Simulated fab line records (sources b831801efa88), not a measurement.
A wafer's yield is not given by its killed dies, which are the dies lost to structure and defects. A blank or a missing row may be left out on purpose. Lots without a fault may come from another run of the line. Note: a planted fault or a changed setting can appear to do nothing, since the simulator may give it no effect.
fab line records	flow sky130
[record] lots = 6	wafers = 18	last-day = 50
route steps=708 shown LDD_N@249 LDD_P@255 PAD_OPEN@708
lots that met no fault: taken from a fault-free run of the same line
start-h: hours from the record's opening day to when the first of the lot's shown wafers began	wait-h: hours since the lot's step before	" as in the row above	L1.1+2: a single row standing in for several wafers	- no value, or no start was given	* or withheld: withheld	< > ~ a bound
route shown NAME@n: NAME is a module with steps in the file, n the number in the route of the first one	usual: mean/standard deviation taken from wafers without a fault	same: alike in all rows	chamber/n: place in a boat	sites: the reading at each site	_std_site: standard deviation across them	_edge_site: inner sites' mean taken away from outer sites' mean	radius-mm: how far each site lies from the wafer's centre	mask NAME#n: copy n	behind: the last tool/chamber to shape the wafer	hold: reason for holding the lot/hours on hold/outcome of the hold	device: the transistor (n, p or np) that didn't switch	end of line: tests run on the same wafers once the route is complete	a step without rows: its recipe alone	killed: at the first sort, the dies lost to defects and structure; wafer yield is something else	map: shows each die of a wafer: x if killed, . if not, _ if none is there
set.NAME: the setting that was run; set.NAME@STEP: the one run at that earlier step	model.NAME: the simulator's own value behind a step, which no gauge read
a table for each step, a row for each wafer; lots at some steps of the route
services: a tool's chamber out of use, with start hour (start-h, from the record's first day; less than 0 if before it), hours out, and reason
[[steps]]
[step SKY_LDD_N_IMPLANT_12]
[recipe] species = BF2	energy-kev = 50	dose-cm2 = 5e+12	tilt-deg = 30	rotation-deg = 0
[step SKY_LDD_N_IMPLANT_13]
[recipe] species = BF2	energy-kev = 50	dose-cm2 = 5e+12	tilt-deg = 30	rotation-deg = 90
[step SKY_LDD_N_IMPLANT_14]
[recipe] species = BF2	energy-kev = 50	dose-cm2 = 5e+12	tilt-deg = 30	rotation-deg = 180
[step SKY_LDD_N_IMPLANT_15]
[recipe] species = BF2	energy-kev = 50	dose-cm2 = 5e+12	tilt-deg = 30	rotation-deg = 270
[step SKY_LDD_N_STRIP_16]
[recipe] chemistry = O2/N2	power-w = 1400	pressure-mtorr = 1500	platen-temp-c = withheld	o2-flow-sccm = 3000	n2-flow-sccm = 300	overash-fraction = 0.5
[usual] drypump-motor-current-A = 5.8/0.45	oes-product-au = 0.407/0.0043	strip-time-to-endpoint-s = 4.313/0.016
lot.wafer	tool	chamber	start-h	wait-h	drypump-motor-current-A	oes-product-au	rf-hours-counter-h	strip-time-to-endpoint-s
L200.1	plasma-asher-02	0	408.85	0.1	5.9	0.406	30	4.317
L200.4	"	0	"	"	6.0	0.400	-	4.319
L200.5	"	0	"	"	6.0	0.413	-	4.296
L204.1	plasma-asher-02	1	468.00	0.1	5.7	0.412	35	4.305
L204.4	"	1	"	"	5.7	0.405	-	4.310
L204.6	"	1	"	"	5.7	0.409	-	4.305
L214.1	plasma-asher-02	0	534.08	0.1	5.9	0.396	42	4.324
L214.4	"	0	"	"	5.9	0.402	-	4.336
L214.6	"	0	"	"	5.9	0.407	-	4.326
L215.3	plasma-asher-02	1	543.61	0.1	5.7	0.411	-	4.330
L215.5	"	1	"	"	5.7	0.420	-	4.344
L215.6	"	0	"	"	5.9	0.409	-	4.314
L216.3	plasma-asher-02	1	552.91	0.1	5.7	0.403	-	4.329
L216.5	"	1	"	"	5.7	0.397	-	4.329
L216.6	"	0	"	"	6.0	0.408	-	4.336
L221.1	plasma-asher-02	1	604.90	0.1	5.7	0.409	49	4.292
L221.3	"	0	"	"	5.9	0.409	-	4.305
L221.4	"	1	"	"	5.7	0.402	-	4.302
[step SKY_LDD_N_TW_MEAS_17]
[usual] LDD_N_TW = 2621/37
lot.wafer	tool	chamber	start-h	wait-h	LDD_N_TW
L200.1	film-metro-01	-	408.95	0.1	2660
L200.4	"	-	"	"	2652
L200.5	"	-	"	"	2670
L204.1	film-metro-04	-	468.10	0.1	2588
L204.4	"	-	"	"	2581
L204.6	"	-	"	"	2584
L214.1	film-metro-04	-	534.18	0.1	2578
L214.4	"	-	"	"	2577
L214.6	"	-	"	"	2569
L215.3	film-metro-01	-	543.70	0.1	2658
L215.5	"	-	"	"	2660
L215.6	"	-	"	"	2658
L216.3	film-metro-03	-	553.00	0.1	2589
L216.5	"	-	"	"	2586
L216.6	"	-	"	"	2596
L221.1	film-metro-04	-	605.00	0.1	2578
L221.3	"	-	"	"	2583
L221.4	"	-	"	"	2591
[step SKY_LDD_P_DEHYDRATE_00]
[recipe] temp-c = 200	time-s = 60
[step SKY_LDD_P_HMDS_01]
[recipe] prime-time-s = 60	prime-temp-c = 120
[step SKY_LDD_P_COAT_02]
[recipe] resist = NOVOLAK	spin-rpm = 3000	resist-thk-nm = 1140
[step SKY_LDD_P_SOFTBAKE_03]
[recipe] temp-c = 90	time-s = 60	resist = NOVOLAK
[step SKY_LDD_P_EXPOSE_04]
[recipe] mask-id = PSDM	na = 0.6	source-shape = conventional	sigma-outer = 0.6	polarization = unpolarized	target-cd-nm = 380	dose-mj = 138
[step SKY_LDD_P_PEB_05]
[recipe] temp-c = withheld	time-s = *	resist = NOVOLAK
[step SKY_LDD_P_DEVELOP_06]
[recipe] resist = NOVOLAK	developer = TMAH	develop-time-s = 60	dev-temp-c = 23
lot.wafer	tool	chamber	start-h	wait-h
L200.1+4+5	litho-track-02	0	439.56	0.1
L204.1+4+6	litho-track-01	0	498.34	0.1
L214.1+4+6	litho-track-02	0	563.51	0.1
L215.3+5+6	litho-track-02	0	573.06	0.1
L216.3+5+6	litho-track-04	0	582.24	0.1
L221.1+3+4	litho-track-01	0	633.69	0.1
[step SKY_LDD_P_CD_MEAS_07]
[recipe] target-cd-nm = 380
[usual] cd-nm = 380.4/2.6
lot.wafer	tool	chamber	start-h	wait-h	cd-nm
L200.1	cd-sem-01	-	439.71	0.1	385.4
L200.4	"	-	"	"	381.6
L200.5	"	-	"	"	384.0
L204.1	cd-sem-01	-	498.49	0.1	381.2
L204.4	"	-	"	"	378.6
L204.6	"	-	"	"	380.3
L214.1	cd-sem-01	-	563.66	0.1	418.1
L214.4	"	-	"	"	419.3
L214.6	"	-	"	"	420.0
L215.3	cd-sem-01	-	573.20	0.1	415.2
L215.5	"	-	"	"	414.6
L215.6	"	-	"	"	415.1
L216.3	cd-sem-01	-	582.38	0.1	381.5
L216.5	"	-	"	"	380.3
L216.6	"	-	"	"	380.0
L221.1	cd-sem-01	-	633.84	0.1	379.5
L221.3	"	-	"	"	378.8
L221.4	"	-	"	"	380.1
[step SKY_LDD_P_OVL_MEAS_08]
[usual] LDD_P_OVL = 0.0/1.4
lot.wafer	tool	chamber	start-h	wait-h	LDD_P_OVL[nm]
L200.1	overlay-01	-	439.83	0.1	0.1
L200.4	"	-	"	"	1.2
L200.5	"	-	"	"	0.5
L204.1	overlay-01	-	498.61	0.1	1.2
L204.4	"	-	"	"	-0.2
L204.6	"	-	"	"	2.2
L214.1	overlay-01	-	563.78	0.1	-1.7
L214.4	"	-	"	"	-0.9
L214.6	"	-	"	"	-0.9
L215.3	overlay-02	-	573.30	0.1	2.4
L215.5	"	-	"	"	1.2
L215.6	"	-	"	"	1.3
L216.3	overlay-02	-	582.47	0.1	-1.0
L216.5	"	-	"	"	0.9
L216.6	"	-	"	"	-1.2
L221.1	overlay-01	-	633.96	0.1	-0.6
L221.3	"	-	"	"	0.0
L221.4	"	-	"	"	-0.1
[step SKY_PAD_OPEN_PROBE_99]
[usual] killed_at_M0_to_M3 = 44/7.1	killed_at_M4_up = 3.5/2	killed-at-contacts = 24/5.3	killed-at-front-end = 15/4.8	killed-at-other = 0.1/0.35	killed-dies = 86/9.3	killed-open = 47/7.8	killed-short = 39/5.9
[same] gross-dies = 492	killed-at-back-side = 0
lot.wafer	tool	chamber	start-h	wait-h	killed_at_M0_to_M3	killed_at_M4_up	killed-at-contacts	killed-at-front-end	killed-at-other	killed-dies	killed-open	killed-short
L200.1	prober-02	-	1078.98	0.1	44	3	35	10	1	93	53	40
L200.4	prober-02	-	1079.13	0.2	52	2	24	15	0	93	61	32
L200.5	prober-02	-	1079.18	0.2	35	4	20	14	0	73	45	28
L214.1	prober-01	-	1162.54	0.1	52	2	28	23	0	105	60	45
L214.4	prober-01	-	1162.69	0.2	38	3	28	18	1	88	45	43
L214.6	prober-01	-	1162.79	0.2	56	2	20	14	0	92	50	42
L215.3	prober-02	-	1169.81	0.2	35	5	23	12	1	76	44	32
L215.5	prober-02	-	1169.91	0.2	32	5	14	14	1	66	33	33
L215.6	prober-02	-	1169.96	0.2	36	2	28	14	0	80	47	33
L216.3	prober-01	-	1174.53	0.2	47	6	27	17	0	97	65	32
L216.5	prober-01	-	1174.63	0.2	52	1	21	16	1	91	60	31
L216.6	prober-01	-	1174.68	0.2	41	5	30	9	0	85	47	38
L221.1	prober-02	-	1204.04	0.1	55	0	19	13	0	87	58	29
L221.3	prober-02	-	1204.14	0.2	53	1	22	24	0	100	61	39
L221.4	prober-02	-	1204.19	0.2	45	7	18	31	0	101	56	45
// killed by level:class
L200.1 CONTACT:geometric-particle:open=15 VIA1:geometric-particle:open=13 METAL2:geometric-particle:short=10 LI_CONTACT:geometric-particle:open=8 LOCAL_INTERCONNECT:geometric-particle:short=7 POLY_GATE:geometric-particle:open=4 METAL1:geometric-particle:short=4 VIA2:geometric-particle:open=4
L200.4 VIA1:geometric-particle:open=14 CONTACT:geometric-particle:open=10 VIA2:geometric-particle:open=9 VIA3:geometric-particle:open=8 METAL2:geometric-particle:short=7 LI_CONTACT:geometric-particle:open=7 POLY_GATE:geometric-particle:open=6 CONTACT:geometric-particle:short=5
L200.5 VIA2:geometric-particle:open=9 LI_CONTACT:geometric-particle:open=8 CONTACT:geometric-particle:open=7 VIA1:geometric-particle:open=7 FIELD_ISO:geometric-particle:open=5 FIELD_ISO:geometric-particle:short=4 POLY_GATE:geometric-particle:short=4 METAL1:geometric-particle:short=4
L214.1 VIA1:geometric-particle:open=12 METAL2:geometric-particle:short=11 VIA3:geometric-particle:open=10 CONTACT:geometric-particle:open=9 LI_CONTACT:geometric-particle:open=8 FIELD_ISO:geometric-particle:open=7 POLY_GATE:geometric-particle:open=7 CONTACT:geometric-particle:short=5
L214.4 LI_CONTACT:geometric-particle:open=10 CONTACT:geometric-particle:open=8 VIA1:geometric-particle:open=8 METAL1:geometric-particle:short=6 VIA2:geometric-particle:open=6 POLY_GATE:geometric-particle:short=5 VIA1:geometric-particle:short=5 CONTACT:geometric-particle:short=4
L214.6 VIA1:geometric-particle:open=13 METAL2:geometric-particle:short=10 VIA2:geometric-particle:open=8 METAL1:geometric-particle:short=7 VIA1:geometric-particle:short=6 CONTACT:geometric-particle:open=6 LI_CONTACT:geometric-particle:open=5 VIA3:geometric-particle:open=5
L215.3 LI_CONTACT:geometric-particle:open=11 VIA2:geometric-particle:open=6 FIELD_ISO:geometric-particle:open=5 VIA3:geometric-particle:open=5 CONTACT:geometric-particle:short=5 VIA1:geometric-particle:open=5 METAL2:geometric-particle:short=4 VIA3:geometric-particle:short=4
L215.5 CONTACT:geometric-particle:open=8 VIA1:geometric-particle:open=7 VIA2:geometric-particle:open=6 FIELD_ISO:geometric-particle:short=5 VIA2:geometric-particle:short=4 METAL4:geometric-particle:short=4 SPACER:geometric-particle:open=3 VIA3:geometric-particle:open=3
L215.6 LI_CONTACT:geometric-particle:open=9 VIA1:geometric-particle:open=9 CONTACT:geometric-particle:open=8 CONTACT:geometric-particle:short=6 METAL2:geometric-particle:short=6 VIA2:geometric-particle:open=5 FIELD_ISO:geometric-particle:short=4 FIELD_ISO:geometric-particle:open=4
L216.3 VIA3:geometric-particle:open=13 VIA2:geometric-particle:open=11 LI_CONTACT:geometric-particle:open=11 VIA1:geometric-particle:open=10 CONTACT:geometric-particle:open=7 POLY_GATE:geometric-particle:open=4 LI_CONTACT:geometric-particle:short=4 METAL4:geometric-particle:short=4
L216.5 VIA1:geometric-particle:open=12 VIA3:geometric-particle:open=10 CONTACT:geometric-particle:open=9 VIA2:geometric-particle:open=8 POLY_GATE:geometric-particle:open=6 METAL2:geometric-particle:short=6 LI_CONTACT:geometric-particle:open=5 VIA3:geometric-particle:short=4
L216.6 VIA2:geometric-particle:open=9 CONTACT:geometric-particle:open=9 LI_CONTACT:geometric-particle:open=8 VIA1:geometric-particle:open=7 LOCAL_INTERCONNECT:geometric-particle:short=5 CONTACT:geometric-particle:short=5 VIA3:geometric-particle:open=5 VIA1:geometric-particle:short=4
L221.1 VIA1:geometric-particle:open=16 CONTACT:geometric-particle:open=10 VIA3:geometric-particle:open=8 VIA2:geometric-particle:open=7 VIA1:geometric-particle:short=7 METAL1:geometric-particle:open=6 FIELD_ISO:geometric-particle:short=4 POLY_GATE:geometric-particle:open=4
L221.3 VIA1:geometric-particle:open=15 VIA3:geometric-particle:open=11 CONTACT:geometric-particle:open=9 FIELD_ISO:geometric-particle:open=7 POLY_GATE:geometric-particle:open=6 POLY_GATE:geometric-particle:short=5 LI_CONTACT:geometric-particle:short=5 LI_CONTACT:geometric-particle:open=5
L221.4 VIA1:geometric-particle:open=11 POLY_GATE:geometric-particle:short=10 VIA1:geometric-particle:short=9 CONTACT:geometric-particle:open=8 FIELD_ISO:geometric-particle:open=6 FIELD_ISO:geometric-particle:short=6 LI_CONTACT:geometric-particle:open=6 VIA2:geometric-particle:open=6
[[services]]
tool	chamber	start-h	hours	kind
plasma-asher-02	-	426.38	9.4	repair
[[key]]
[first-sign] step = SKY_LDD_P_CD_MEAS_07	reading = cd-nm	direction = up	sigmas = 14	usual = 380.4	struck = 417.0
effect none on later readings
met-at SKY_LDD_P_DEVELOP_06
struck-wafers L214.1,L214.4,L214.6,L215.3,L215.5,L215.6
tester-left-out L214,L215
onset-between 439.56 563.51
[fault] kind = process-parameter-drift	tool = litho-track-02	chamber = -	onset-h = 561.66	steps = SKY_LDD_P_DEVELOP_06	channel = develop-time-s	offset = *	shape = step	end-h = 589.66	acts-in = *	stated = *
// tester-left-out: of these lots the tester's yield and bins aren't shown, on N5 and GAA mostly nor the transistor test; their killed dies are dies lost to structure and defects alone, not to doping, threshold or leakage, so they don't give the yield
